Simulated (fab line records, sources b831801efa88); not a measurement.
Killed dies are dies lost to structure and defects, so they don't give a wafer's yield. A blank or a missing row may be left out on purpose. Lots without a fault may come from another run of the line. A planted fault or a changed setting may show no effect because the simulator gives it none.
fab line records | flow sky130
record lots=5 wafers=15 last_day=50
route steps=708 shown LI_CONTACT@375 LOCAL_INTERCONNECT@387 PAD_OPEN@708
lots that met no fault: from a run of the same line without faults
start_h: hours from the record's first day to the start of the lot's first wafer shown | wait_h: hours since the lot's step before | " the same as in the row above | L1.1+2: a row that stands for several wafers | - no value, or no start given | * or withheld: withheld | < > ~ a bound
route shown NAME@n: a module of which the file shows steps, and the number in the route of the first | usual: mean/standard deviation of fault-free wafers | same: alike in all rows | chamber/n: place in a boat | sites: the reading at each site | _std_site: their standard deviation | _edge_site: outer sites' mean less inner sites' | radius_mm: how far each site lies from the wafer's centre | mask NAME#n: copy n | behind: the tool/chamber that last shaped the wafer | hold: why the lot was held/for how many hours/how that ended | device: the transistor (n, p or np) that didn't switch | end of line: the same wafers' tests at the end of the route | a step without rows: its recipe alone | killed: dies lost to structure and defects at the first sort, not the wafer's yield | map: a wafer's dies, x killed, . not, _ none there
set.NAME: the setting as run; set.NAME@STEP: as run at that earlier step | model.NAME: the simulator's own value behind a step, which no gauge read
lots at some steps of the route; a table a step, a row a wafer
services: from which hour (start_h, from the record's first day; less than 0 if before it) a tool's chamber was out of use, for how many hours, and why
## steps
# step SKY_LI_CONTACT_OVL_MEAS_13
# usual LI_CONTACT_OVL=-4/5.5
# columns lot.wafer tool chamber start_h wait_h LI_CONTACT_OVL[nm]
L839.1 overlay-02 - 699.29 0.1 -11
L839.3 " - " " -8
L839.5 " - " " -7
L845.1 overlay-02 - 751.19 0.1 -6
L845.2 " - " " 0
L845.3 " - " " -1
L848.1 overlay-02 - 762.04 0.1 -9
L848.2 " - " " -1
L848.4 " - " " -4
L849.1 overlay-01 - 771.99 0.1 -1
L849.3 " - " " -6
L849.4 " - " " 3
L860.2 overlay-01 - 849.24 0.1 1
L860.3 " - " " -6
L860.6 " - " " -2
# step SKY_LI_CONTACT_ETCH_14
# recipe chemistry=N2/H2 target=BARC ion_energy_ev=200 source_w=500 bias_w=100 pressure_mtorr=30 n2_flow_sccm=100 h2_flow_sccm=200 stop_on=SiO2 time_s=45.9 target_depth_a=600
# step SKY_LI_CONTACT_ETCH_15
# recipe target=PSG chemistry=C4F8/O2/Ar stop_on=Si taper_deg=4.15 mask_material=KrF-thick source_w=1500 bias_w=1200 pressure_mtorr=40 c4f8_flow_sccm=withheld O2_flow_sccm=6 Ar_flow_sccm=300 time_s=withheld target_depth_a=6000
# usual oes_product_au=0.838/0.0046
# columns lot.wafer tool chamber start_h wait_h oes_product_au
L839.1 rie_diel-02 0 699.36 0.0 0.846
L839.3 " 3 " " 0.843
L839.5 " 3 " " 0.835
L845.1 rie_diel-04 0 751.27 0.0 0.832
L845.2 " 1 " " 0.835
L845.3 " 3 " " 0.842
L848.1 rie_diel-02 2 762.12 0.0 0.833
L848.2 " 3 " " 0.840
L848.4 " 1 " " 0.839
L849.1 rie_diel-03 2 772.06 0.0 0.844
L849.3 " 0 " " 0.843
L849.4 " 3 " " 0.835
L860.2 rie_diel-03 1 849.32 0.0 0.834
L860.3 " 0 " " 0.841
L860.6 " 1 " " 0.830
# step SKY_LI_CONTACT_STRIP_16
# recipe chemistry=O2/N2 power_w=1400 pressure_mtorr=1500 platen_temp_c=withheld o2_flow_sccm=3000 n2_flow_sccm=300 overash_fraction=0.5
# usual drypump_motor_current_A=6.0/0.58 oes_product_au=0.376/0.0048 strip_time_to_endpoint_s=3.49/0.041
# columns lot.wafer tool chamber start_h wait_h drypump_motor_current_A oes_product_au rf_hours_counter_h strip_time_to_endpoint_s
L839.1 plasma_asher-03 1 699.45 - 6.3 0.382 100 3.46
L839.3 " 1 " " 6.3 0.376 - 3.50
L839.5 " 1 " " 6.4 0.379 - 3.51
L845.1 plasma_asher-01 1 751.36 - 6.4 0.380 31 3.48
L845.2 " 0 " " 4.9 0.379 31 3.51
L845.3 " 1 " " 6.4 0.378 - 3.48
L848.1 plasma_asher-02 0 762.20 - 6.2 0.382 91 3.54
L848.2 " 1 " " 6.0 0.376 91 3.49
L848.4 " 1 " " 6.0 0.374 - 3.51
L849.1 plasma_asher-03 1 772.15 - 6.3 0.377 3 3.46
L849.3 " 0 " " 6.5 0.378 - 3.42
L849.4 " 1 " " 6.3 0.377 - 3.50
L860.2 plasma_asher-01 1 849.40 - 6.4 0.370 39 3.52
L860.3 " 1 " " 6.4 0.369 - 3.41
L860.6 " 0 " " 5.0 0.383 - 3.53
# step SKY_LI_CONTACT_CLEAN_17
# recipe chemistry=NMP time_s=600 temp_c=60 dry=n2_spin
# step SKY_LI_CONTACT_PRE_CLEAN_18
# recipe gas=Ar time_s=5.6 bias_v=358
# step SKY_LI_CONTACT_SPUTTER_19
# recipe material=Ti target_thk_nm=20 chamber_pressure_pa=5 power_w=2500 substrate_temp_c=200 time_s=106.37
# usual cathode_dc_power_W=2500.0/0.45 throttle_valve_pct=29.7/0.75
# columns lot.wafer tool chamber start_h wait_h cathode_dc_power_W throttle_valve_pct
L839.1 pvd_sputter-02 - 699.74 0.0 2499.4 29.4
L839.3 " - " " 2500.4 29.2
L839.5 " - " " 2500.2 29.6
L845.1 pvd_sputter-02 - 751.67 0.0 2499.0 29.2
L845.2 " - " " 2499.7 29.4
L845.3 " - " " 2500.0 29.4
L848.1 pvd_sputter-04 - 762.53 0.0 2500.3 30.5
L848.2 " - " " 2500.9 31.6
L848.4 " - " " 2499.7 28.9
L849.1 pvd_sputter-02 - 772.46 0.0 2500.1 30.1
L849.3 " - " " 2500.4 29.1
L849.4 " - " " 2500.3 29.1
L860.2 pvd_sputter-04 - 849.70 0.0 2500.0 30.3
L860.3 " - " " 2499.8 31.4
L860.6 " - " " 2500.2 29.6
# step SKY_LI_CONTACT_SPUTTER_20
# recipe material=TiN target_thk_nm=20 chamber_pressure_pa=5 power_w=4000 time_s=80
# step SKY_LI_CONTACT_CVD_21
# recipe material=W target_thk_nm=400 time_s=120.56 temp_c=400 pressure_torr=40
# usual heater_power_w=824/28 susceptor_temp_C=400.06/0.22
# columns lot.wafer tool chamber start_h wait_h heater_power_w susceptor_temp_C
L839.1 cvd_w-02 0 699.88 0.0 886 400.19
L839.3 " 0 " " 890 400.00
L839.5 " 1 " " 804 399.92
L845.1 cvd_w-01 1 751.80 0.0 814 400.09
L845.2 " 0 " " 815 399.98
L845.3 " 1 " " 834 399.93
L848.1 cvd_w-01 1 762.67 0.0 832 400.40
L848.2 " 0 " " 820 400.15
L848.4 " 1 " " 804 400.13
L849.1 cvd_w-01 1 772.60 0.0 830 400.01
L849.3 " 1 " " 831 399.63
L849.4 " 0 " " 805 399.70
L860.2 cvd_w-01 0 849.83 0.0 816 399.91
L860.3 " 1 " " 839 400.17
L860.6 " 0 " " 828 399.67
# step SKY_LI_CONTACT_RS_MEAS_22
# recipe thk_meas_gauge=four-point-probe reads=W_of_LI_CONTACT_CVD_21+TiN_of_LI_CONTACT_SPUTTER_20+Ti_of_LI_CONTACT_SPUTTER_19
# usual LI_CONTACT_W_RS=0.2835/0.0027
# columns lot.wafer tool chamber start_h wait_h LI_CONTACT_W_RS[ohm/sq]
L839.1 film_metro-02 - 700.01 0.1 0.2882
L839.3 " - " " 0.2883
L839.5 " - " " 0.2855
L845.1 film_metro-02 - 751.93 0.1 0.2867
L845.2 " - " " 0.2881
L845.3 " - " " 0.2842
L848.1 film_metro-04 - 762.80 0.1 0.2824
L848.2 " - " " 0.2777
L848.4 " - " " 0.2774
L849.1 film_metro-04 - 772.72 0.1 0.2848
L849.3 " - " " 0.2840
L849.4 " - " " 0.2825
L860.2 film_metro-01 - 849.98 0.1 0.2849
L860.3 " - " " 0.2834
L860.6 " - " " 0.2852
# step SKY_LI_CONTACT_THK_MEAS_23
# recipe thk_meas_gauge=xrf reads=W_of_LI_CONTACT_CVD_21
# usual LI_CONTACT_W_THK=398/6.7
# columns lot.wafer tool chamber start_h wait_h LI_CONTACT_W_THK[nm]
L839.1 film_metro-02 - 700.13 0.1 397
L839.3 " - " " 396
L839.5 " - " " 403
L845.1 film_metro-02 - 752.05 0.1 401
L845.2 " - " " 400
L845.3 " - " " 406
L848.1 film_metro-04 - 762.92 0.1 391
L848.2 " - " " 399
L848.4 " - " " 400
L849.1 film_metro-04 - 772.84 0.1 392
L849.3 " - " " 390
L849.4 " - " " 395
L860.2 film_metro-01 - 850.09 0.1 392
L860.3 " - " " 398
L860.6 " - " " 394
# step SKY_LI_CONTACT_CMP_24
# recipe stop_on=PSG t_overpolish_s=20 down_force_psi=3.5 platen_rpm=60 target_thk_nm=0 pad_velocity_m_s=0.94248
# step SKY_LOCAL_INTERCONNECT_SPUTTER_00
# recipe material=TiN target_thk_nm=100 temp_c=300 power_w=6500 time_s=83.3 chamber_pressure_pa=0.4
# usual cathode_dc_power_W=6499.9/1.1 susceptor_temp_C=300.01/0.19 throttle_valve_pct=30.0/1.2
# columns lot.wafer tool chamber start_h wait_h cathode_dc_power_W susceptor_temp_C throttle_valve_pct model.TiN_of_LOCAL_INTERCONNECT_SPUTTER_00.thk_nm
L839.1 pvd_sputter-01 - 700.49 0.1 6500.9 299.89 29.5 102.7
L839.3 " - " " 6501.8 300.11 29.3 100.6
L839.5 " - " " 6498.9 299.84 31.0 100.8
L845.1 pvd_sputter-03 - 752.41 0.2 6499.2 299.89 30.8 100.5
L845.2 " - " " 6499.7 299.91 27.7 100.1
L845.3 " - " " 6498.6 299.94 30.4 101.3
L848.1 pvd_sputter-03 - 763.28 0.2 6499.4 - 31.0 98.66
L848.2 " - " " 6499.9 - 30.4 99.42
L848.4 " - " " 6498.6 - 27.9 98.2
L849.1 pvd_sputter-01 - 773.20 0.1 6498.6 300.09 29.5 102
L849.3 " - " " 6499.2 300.27 31.1 101.2
L849.4 " - " " 6501.3 300.02 28.9 100.9
L860.2 pvd_sputter-01 - 850.44 0.1 6500.8 299.80 28.6 99.47
L860.3 " - " " 6500.2 300.20 31.0 98.83
L860.6 " - " " 6500.3 300.08 29.5 99.86
# step SKY_LOCAL_INTERCONNECT_RS_MEAS_01
# recipe thk_meas_gauge=four-point-probe reads=TiN_of_LOCAL_INTERCONNECT_SPUTTER_00
# usual LOCAL_INTERCONNECT_TIN_RS=14.13/0.16
# columns lot.wafer tool chamber start_h wait_h LOCAL_INTERCONNECT_TIN_RS[ohm/sq]
L839.1 film_metro-03 - 700.55 0.0 13.79
L839.3 " - " " 14.10
L839.5 " - " " 14.06
L845.1 film_metro-04 - 752.47 0.0 14.04
L845.2 " - " " 14.12
L845.3 " - " " 13.93
L848.1 film_metro-01 - 763.34 0.0 14.34
L848.2 " - " " 14.24
L848.4 " - " " 14.42
L849.1 film_metro-01 - 773.27 0.0 13.84
L849.3 " - " " 13.97
L849.4 " - " " 13.97
L860.2 film_metro-01 - 850.52 0.1 14.23
L860.3 " - " " 14.31
L860.6 " - " " 14.18
# step SKY_LOCAL_INTERCONNECT_THK_MEAS_02
# recipe thk_meas_gauge=xrf reads=TiN_of_LOCAL_INTERCONNECT_SPUTTER_00
# usual LOCAL_INTERCONNECT_TIN_THK=100.0/1.1
# columns lot.wafer tool chamber start_h wait_h LOCAL_INTERCONNECT_TIN_THK[nm]
L839.1 film_metro-03 - 700.67 0.1 102.2
L839.3 " - " " 100.4
L839.5 " - " " 100.1
L845.1 film_metro-04 - 752.59 0.1 99.8
L845.2 " - " " 99.4
L845.3 " - " " 100.9
L848.1 film_metro-01 - 763.46 0.1 99.1
L848.2 " - " " 99.5
L848.4 " - " " 98.5
L849.1 film_metro-01 - 773.39 0.1 101.8
L849.3 " - " " 101.1
L849.4 " - " " 100.7
L860.2 film_metro-01 - 850.63 0.1 99.6
L860.3 " - " " 99.2
L860.6 " - " " 100.3
# step SKY_LOCAL_INTERCONNECT_DEHYDRATE_03
# recipe temp_c=200 time_s=60
# step SKY_LOCAL_INTERCONNECT_HMDS_04
# recipe prime_time_s=60 prime_temp_c=120
# step SKY_LOCAL_INTERCONNECT_COAT_05
# recipe resist=BARC temp_c=withheld time_s=withheld spin_rpm=3000 resist_thk_nm=60
# step SKY_LOCAL_INTERCONNECT_COAT_06
# recipe resist=KrF-thick spin_rpm=3057 resist_thk_nm=450
# step SKY_LOCAL_INTERCONNECT_SOFTBAKE_07
# recipe temp_c=100 time_s=90 resist=KrF-thick
# step SKY_LOCAL_INTERCONNECT_EXPOSE_08
# recipe mask_id=LI1M na=0.8 source_shape=annular sigma_inner=0.55 sigma_outer=0.85 target_cd_nm=170 dose_mj=28
# step SKY_LOCAL_INTERCONNECT_PEB_09
# recipe peb_temp_c=withheld peb_time_s=withheld resist=KrF-thick
# step SKY_LOCAL_INTERCONNECT_DEVELOP_10
# recipe develop_time_s=60 resist=KrF-thick dev_temp_c=21
# step SKY_LOCAL_INTERCONNECT_CD_MEAS_11
# recipe target_cd_nm=170
# usual cd_nm=169.2/1.4
# columns lot.wafer tool chamber start_h wait_h cd_nm
L839.1 cd_sem-02 - 728.26 - 166.9
L839.3 " - " " 166.5
L839.5 " - " " 166.3
L845.1 cd_sem-02 - 778.92 - 170.2
L845.2 " - " " 170.1
L845.3 " - " " 170.0
L848.1 cd_sem-02 - 789.57 - 170.1
L848.2 " - " " 171.2
L848.4 " - " " 170.7
L849.1 cd_sem-02 - 798.51 - 167.8
L849.3 " - " " 168.6
L849.4 " - " " 168.5
L860.2 cd_sem-01 - 876.48 - 170.5
L860.3 " - " " 170.0
L860.6 " - " " 169.8
# step SKY_LOCAL_INTERCONNECT_OVL_MEAS_12
# usual LOCAL_INTERCONNECT_OVL=1/5.9
# columns lot.wafer tool chamber start_h wait_h LOCAL_INTERCONNECT_OVL[nm]
L839.1 overlay-01 - 728.38 0.1 0
L839.3 " - " " -1
L839.5 " - " " -3
L845.1 overlay-02 - 779.04 0.1 -6
L845.2 " - " " -4
L845.3 " - " " 2
L848.1 overlay-01 - 789.69 0.1 1
L848.2 " - " " 2
L848.4 " - " " -2
L849.1 overlay-02 - 798.63 0.1 2
L849.3 " - " " -1
L849.4 " - " " 0
L860.2 overlay-02 - 876.59 0.1 5
L860.3 " - " " 1
L860.6 " - " " 8
# step SKY_LOCAL_INTERCONNECT_ETCH_13
# recipe chemistry=N2/H2 target=BARC ion_energy_ev=200 bias_w=100 pressure_mtorr=30 n2_flow_sccm=100 h2_flow_sccm=200 icp_w=500 stop_on=SiO2 time_s=45.9 target_depth_a=600
# step SKY_LOCAL_INTERCONNECT_METAL_ETCH_14
# recipe target_depth_nm=110 stop_on=PSG chemistry=Cl2/BCl3 target=TiN resist_sidewall_deg=88 pressure_mtorr=10 icp_w=900 bias_w=48.5 Cl2_flow_sccm=60 bcl3_flow_sccm=30 time_s=31.4
# usual drypump_motor_current_A=5.8/0.52 mfc_cl2_sccm=59.98/0.17 oes_product_au=0.942/0.0078 throttle_valve_pct=21.900/0.0097
# columns lot.wafer tool chamber start_h wait_h drypump_motor_current_A mfc_cl2_sccm oes_product_au rf_hours_counter_h throttle_valve_pct model.LOCAL_INTERCONNECT.feature_depth_nm model.etch.depth_nm
L839.1 rie_metal-04 0 728.48 0.0 5.6 59.84 0.967 15 21.877 102.7 102.7
L839.3 " 0 " " 5.6 59.94 0.946 - 21.900 100.6 100.6
L839.5 " 1 " " 5.2 59.91 0.947 - 21.884 100.8 100.8
L845.1 rie_metal-01 1 779.14 0.0 6.4 59.88 0.945 4 21.903 100.5 100.5
L845.2 " 0 " " 5.5 60.18 0.947 12 21.909 100.1 100.1
L845.3 " 1 " " 6.4 59.95 0.948 - 21.907 101.3 101.3
L848.1 rie_metal-02 1 789.86 0.1 6.6 59.95 0.933 7 21.910 98.66 98.66
L848.2 " 1 " " 6.6 60.19 0.947 - 21.903 99.42 99.42
L848.4 " 1 " " 6.7 60.01 0.926 - 21.900 98.2 98.2
L849.1 rie_metal-04 0 798.73 0.0 5.6 60.09 0.949 1 21.899 102 102
L849.3 " 0 " " 5.6 60.06 0.947 - 21.885 101.2 101.2
L849.4 " 1 " " 5.2 59.71 0.942 - 21.895 100.9 100.9
L860.2 rie_metal-02 0 876.68 0.0 6.2 60.07 0.935 3 21.906 99.47 99.47
L860.3 " 1 " " 6.7 60.08 0.932 - 21.923 98.83 98.83
L860.6 " 1 " " 6.7 60.22 0.939 - 21.900 99.86 99.86
# step SKY_LOCAL_INTERCONNECT_STRIP_15
# recipe chemistry=O2/N2 power_w=1400 pressure_mtorr=1500 platen_temp_c=withheld o2_flow_sccm=3000 n2_flow_sccm=300 overash_fraction=0.5
# usual drypump_motor_current_A=5.8/0.54 oes_product_au=0.426/0.0043 strip_time_to_endpoint_s=4.673/0.021
# columns lot.wafer tool chamber start_h wait_h drypump_motor_current_A oes_product_au rf_hours_counter_h strip_time_to_endpoint_s
L839.1 plasma_asher-03 1 728.53 0.0 6.3 0.420 103 4.682
L839.3 " 0 " " 6.6 0.431 - 4.701
L839.5 " 1 " " 6.3 0.426 - 4.686
L845.1 plasma_asher-04 1 779.19 0.0 5.4 0.426 66 4.639
L845.2 " 0 " " 5.5 0.426 66 4.649
L845.3 " 0 " " 5.5 0.425 - 4.626
L848.1 plasma_asher-01 1 789.96 0.1 6.4 0.434 33 4.716
L848.2 " 0 " " 5.0 0.414 33 4.711
L848.4 " 0 " " 5.0 0.424 - 4.723
L849.1 plasma_asher-04 0 798.79 0.0 5.5 0.424 69 4.674
L849.3 " 1 " " 5.4 0.422 - 4.674
L849.4 " 0 " " 5.5 0.426 - 4.661
L860.2 plasma_asher-03 0 876.74 0.0 6.6 0.421 14 4.693
L860.3 " 0 " " 6.6 0.434 - 4.682
L860.6 " 0 " " 6.6 0.421 - 4.690
# step SKY_LOCAL_INTERCONNECT_STRIP_16
# recipe chemistry=post_etch_residue_remover time_s=1200 temp_c=72.5
# columns lot.wafer tool chamber start_h wait_h model.TiN_of_LOCAL_INTERCONNECT_SPUTTER_00.thk_nm
L839.1 wet_bench-03 3 728.63 0.1 102.2
L839.3 " 3 " " 100.2
L839.5 " 3 " " 100.4
L845.1 wet_bench-03 3 779.29 0.1 100
L845.2 " 3 " " 99.68
L845.3 " 3 " " 100.9
L848.1 wet_bench-02 3 790.06 0.1 98.25
L848.2 " 3 " " 99.01
L848.4 " 3 " " 97.79
L849.1 wet_bench-01 1 798.89 0.1 101.5
L849.3 " 1 " " 100.8
L849.4 " 1 " " 100.5
L860.2 wet_bench-02 1 876.84 0.1 99.05
L860.3 " 1 " " 98.4
L860.6 " 1 " " 99.44
# step SKY_LOCAL_INTERCONNECT_CLEAN_17
# recipe chemistry=IPA time_s=180 temp_c=25
# step SKY_PAD_OPEN_PROBE_99
# usual killed_at_M0_to_M3=44/7.1 killed_at_M4_up=3/1.6 killed_at_contacts=24/5.4 killed_at_front_end=15/4.7 killed_at_other=0.3/0.51 killed_dies=87/9.9 killed_open=48/7.6 killed_short=39/6.3
# same gross_dies=492 killed_at_back_side=0
# columns lot.wafer tool chamber start_h wait_h killed_at_M0_to_M3 killed_at_M4_up killed_at_contacts killed_at_front_end killed_at_other killed_dies killed_open killed_short model.etest.res_li.line_ohm_um model.etest.res_li.rs_ohm_sq
L839.1 prober-01 - 1092.58 0.1 45 2 21 13 0 81 41 40 73.68 12.5
L839.3 prober-01 - 1092.68 0.2 44 3 23 13 1 84 43 41 75.66 12.71
L839.5 prober-01 - 1092.78 0.2 44 3 29 7 0 83 44 39 75.56 12.68
L845.1 prober-02 - 1129.53 0.1 39 3 27 12 0 81 39 42 74.32 12.78
L845.2 prober-02 - 1129.58 0.1 41 2 28 11 2 84 45 39 74.55 12.86
L845.3 prober-02 - 1129.63 0.2 43 3 27 20 0 93 45 48 74.19 12.65
L848.1 prober-02 - 1137.99 0.1 49 5 25 18 0 97 54 43 76 13.01
L848.2 prober-02 - 1138.04 0.1 43 3 31 23 1 101 56 45 74.93 12.93
L848.4 prober-02 - 1138.14 0.2 59 1 29 11 1 101 53 48 76.04 13.04
L849.1 prober-01 - 1143.72 0.1 55 4 16 21 2 98 54 44 75.25 12.59
L849.3 prober-01 - 1143.82 0.2 44 3 23 17 1 88 47 41 74.7 12.66
L849.4 prober-01 - 1143.87 0.2 52 2 19 14 0 87 44 43 74.77 12.64
L860.2 prober-02 - 1196.29 0.1 50 3 19 7 1 80 45 35 75.81 12.87
L860.3 prober-02 - 1196.34 0.2 44 1 18 18 0 81 45 36 76.03 12.93
L860.6 prober-02 - 1196.49 0.2 48 5 38 12 0 103 51 52 74.69 12.87
# killed by level:class
L839.1 VIA1:geometric_particle:short=11 VIA1:geometric_particle:open=7 LI_CONTACT:geometric_particle:open=7 CONTACT:geometric_particle:open=6 VIA3:geometric_particle:open=6 METAL2:geometric_particle:short=5 VIA2:geometric_particle:open=5 VIA2:geometric_particle:short=5
L839.3 CONTACT:geometric_particle:open=9 VIA1:geometric_particle:open=8 VIA3:geometric_particle:open=7 VIA1:geometric_particle:short=7 METAL1:geometric_particle:short=6 CONTACT:geometric_particle:short=6 VIA2:geometric_particle:open=6 LI_CONTACT:geometric_particle:open=4
L839.5 CONTACT:geometric_particle:open=10 VIA1:geometric_particle:open=9 VIA3:geometric_particle:open=7 LOCAL_INTERCONNECT:geometric_particle:short=6 METAL2:geometric_particle:short=6 VIA2:geometric_particle:open=6 CONTACT:geometric_particle:short=5 METAL1:geometric_particle:short=5
L845.1 CONTACT:geometric_particle:open=11 VIA2:geometric_particle:open=10 CONTACT:geometric_particle:short=8 METAL2:geometric_particle:short=5 VIA1:geometric_particle:open=4 METAL1:geometric_particle:short=4 VIA1:geometric_particle:short=4 VIA2:geometric_particle:short=4
L845.2 VIA1:geometric_particle:open=9 LI_CONTACT:geometric_particle:open=8 CONTACT:geometric_particle:short=7 FIELD_ISO:geometric_particle:open=6 METAL1:geometric_particle:short=6 LOCAL_INTERCONNECT:geometric_particle:short=5 VIA2:geometric_particle:open=5 LI_CONTACT:geometric_particle:short=4
L845.3 LI_CONTACT:geometric_particle:open=9 METAL2:geometric_particle:short=8 CONTACT:geometric_particle:open=8 VIA1:geometric_particle:open=8 VIA3:geometric_particle:open=7 POLY_GATE:geometric_particle:short=6 POLY_GATE:geometric_particle:open=5 CONTACT:geometric_particle:short=5
L848.1 VIA1:geometric_particle:open=12 POLY_GATE:geometric_particle:open=7 LI_CONTACT:geometric_particle:open=7 VIA2:geometric_particle:open=7 VIA3:geometric_particle:open=7 METAL2:geometric_particle:short=6 CONTACT:geometric_particle:short=6 CONTACT:geometric_particle:open=6
L848.2 VIA1:geometric_particle:open=16 CONTACT:geometric_particle:open=14 FIELD_ISO:geometric_particle:short=6 VIA1:geometric_particle:short=6 LI_CONTACT:geometric_particle:open=6 CONTACT:geometric_particle:short=6 FIELD_ISO:geometric_particle:open=5 POLY_GATE:geometric_particle:short=5
L848.4 VIA1:geometric_particle:open=15 VIA1:geometric_particle:short=12 LI_CONTACT:geometric_particle:open=9 CONTACT:geometric_particle:open=8 VIA3:geometric_particle:open=7 VIA2:geometric_particle:open=7 METAL2:geometric_particle:short=6 LOCAL_INTERCONNECT:geometric_particle:short=5
L849.1 VIA1:geometric_particle:open=14 VIA3:geometric_particle:open=8 CONTACT:geometric_particle:open=7 METAL2:geometric_particle:short=7 FIELD_ISO:geometric_particle:open=6 VIA1:geometric_particle:short=6 POLY_GATE:geometric_particle:short=5 FIELD_ISO:geometric_particle:short=4
L849.3 VIA1:geometric_particle:open=12 CONTACT:geometric_particle:open=8 VIA1:geometric_particle:short=7 CONTACT:geometric_particle:short=6 VIA2:geometric_particle:short=5 LI_CONTACT:geometric_particle:open=5 VIA3:geometric_particle:open=5 METAL1:geometric_particle:short=5
L849.4 VIA1:geometric_particle:open=14 VIA1:geometric_particle:short=10 METAL2:geometric_particle:short=8 CONTACT:geometric_particle:open=7 POLY_GATE:geometric_particle:short=5 LI_CONTACT:geometric_particle:short=5 POLY_GATE:geometric_particle:open=4 VIA2:geometric_particle:open=4
L860.2 LI_CONTACT:geometric_particle:open=9 METAL3:geometric_particle:short=9 VIA1:geometric_particle:open=9 VIA3:geometric_particle:open=7 METAL1:geometric_particle:short=6 CONTACT:geometric_particle:open=6 VIA2:geometric_particle:open=5 METAL1:geometric_particle:open=4
L860.3 METAL2:geometric_particle:short=10 VIA1:geometric_particle:open=10 LI_CONTACT:geometric_particle:open=7 CONTACT:geometric_particle:open=7 FIELD_ISO:geometric_particle:open=6 FIELD_ISO:geometric_particle:short=6 VIA3:geometric_particle:short=6 VIA2:geometric_particle:short=5
L860.6 CONTACT:geometric_particle:open=12 LI_CONTACT:geometric_particle:open=10 VIA1:geometric_particle:open=9 CONTACT:geometric_particle:short=8 METAL2:geometric_particle:short=8 METAL1:geometric_particle:short=7 POLY_GATE:geometric_particle:short=6 VIA2:geometric_particle:open=6
## services
# columns tool chamber start_h hours kind
rie_diel-03 - 724.92 1.6 repair
plasma_asher-03 - 733.75 9.0 pm
wet_bench-02 - 742.43 2.2 repair
pvd_sputter-04 - 744.15 6.1 repair
rie_diel-03 0 755.05 2.0 repair
plasma_asher-01 - 760.83 9.1 repair
pvd_sputter-02 - 768.92 1.3 repair
rie_diel-03 - 769.78 0.2 repair
pvd_sputter-04 - 775.43 6.5 repair
rie_diel-03 - 776.04 0.5 repair
plasma_asher-01 - 779.11 2.8 pm
pvd_sputter-02 - 784.41 3.3 repair
rie_diel-04 - 787.36 0.3 repair
rie_diel-04 1 789.21 6.0 repair
cvd_w-01 - 792.15 0.9 repair
pvd_sputter-02 - 798.60 5.5 repair
rie_diel-03 2 807.17 1.8 repair
rie_diel-03 0 816.13 8.8 repair
rie_metal-04 1 824.95 24.5 repair
cvd_w-01 - 826.56 2.8 pm
cvd_w-01 1 842.30 2.7 repair
plasma_asher-01 - 849.71 28.1 pm
pvd_sputter-02 - 853.56 1.4 repair
rie_metal-04 1 868.52 7.3 repair
## key
first_sign none at tools or gauges
model_effect step=SKY_LOCAL_INTERCONNECT_SPUTTER_00 value=TiN_of_LOCAL_INTERCONNECT_SPUTTER_00.thk_nm without=101.1 struck=98.76
model_effect step=SKY_LOCAL_INTERCONNECT_METAL_ETCH_14 value=LOCAL_INTERCONNECT.feature_depth_nm without=101.1 struck=98.76
model_effect step=SKY_LOCAL_INTERCONNECT_STRIP_16 value=TiN_of_LOCAL_INTERCONNECT_SPUTTER_00.thk_nm without=100.7 struck=98.35
model_effect step=SKY_PAD_OPEN_PROBE_99 value=etest.res_li.line_ohm_um without=73.92 struck=75.66
met_at SKY_LOCAL_INTERCONNECT_SPUTTER_00
struck_wafers L848.1,L848.2,L848.4
tester_left_out L848
onset_between 752.41 763.28
also_fits SKY_LI_CONTACT_ETCH_15:rie_diel-02,SKY_LI_CONTACT_STRIP_16:plasma_asher-02
fault kind=process_parameter_drift tool=pvd_sputter-03 chamber=- onset_h=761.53 steps=SKY_LOCAL_INTERCONNECT_SPUTTER_00 channel=time_s offset=* shape=step end_h=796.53 acts_in=* stated=*
# tester_left_out: of these lots the tester's yield and bins aren't shown, on N5 and GAA mostly nor the transistor test; their killed dies are dies lost to structure and defects alone, not to doping, threshold or leakage, so they don't give the yield
